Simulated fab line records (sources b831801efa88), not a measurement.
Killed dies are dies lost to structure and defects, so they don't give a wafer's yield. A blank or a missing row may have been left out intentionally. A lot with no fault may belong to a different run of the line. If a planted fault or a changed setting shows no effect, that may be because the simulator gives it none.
Which tool was responsible?	flow gf180mcu	6 lots, 18 wafers sampled, at 1 step of a route of 602

== WHAT THE GAUGES READ, wafer by wafer ==
GF_V5_OVL_MEAS_15.
lot	measured	on	V5_OVL (nm)
L752	day 27 20:28	overlay-02	-14 -8 -7
L755	day 29 05:59	overlay-02	-10 -3 -7
L758	day 30 02:45	overlay-02	-2 0 -3
L762	day 31 01:26	overlay-01	-8 -4 -6
L767	day 32 05:52	overlay-02	-8 -5 -3
L772	day 33 10:11	overlay-02	1 -5 -4

== EACH LOT AND THE TOOL THAT RAN IT (in order: tool; ch and the chambers of the sampled wafers; start) ==
Record: no process step prior to these readings.

== THE ANSWER, worked out from the rows above alone ==
Rule: the usual values come from the lots themselves. Put in order of their means at a reading, lots are off if they are a third of the lots or fewer, leave a main group of 4 or more, and stand apart from it by a gap of 3 or more times the standard deviation of the main group's means; of several such gaps the widest counts. Not used: any main group whose means are identical at the precision the tables above print for the reading. A lot without any number at a reading at which 4 lots or more have one is off too. Where the step has rows for the other lots, those lots are counted as sound.
No lot is off on any of the readings shown, so nothing can be concluded from this.

== WHAT HAD BEEN PUT IN BY THE SIMULATOR ==
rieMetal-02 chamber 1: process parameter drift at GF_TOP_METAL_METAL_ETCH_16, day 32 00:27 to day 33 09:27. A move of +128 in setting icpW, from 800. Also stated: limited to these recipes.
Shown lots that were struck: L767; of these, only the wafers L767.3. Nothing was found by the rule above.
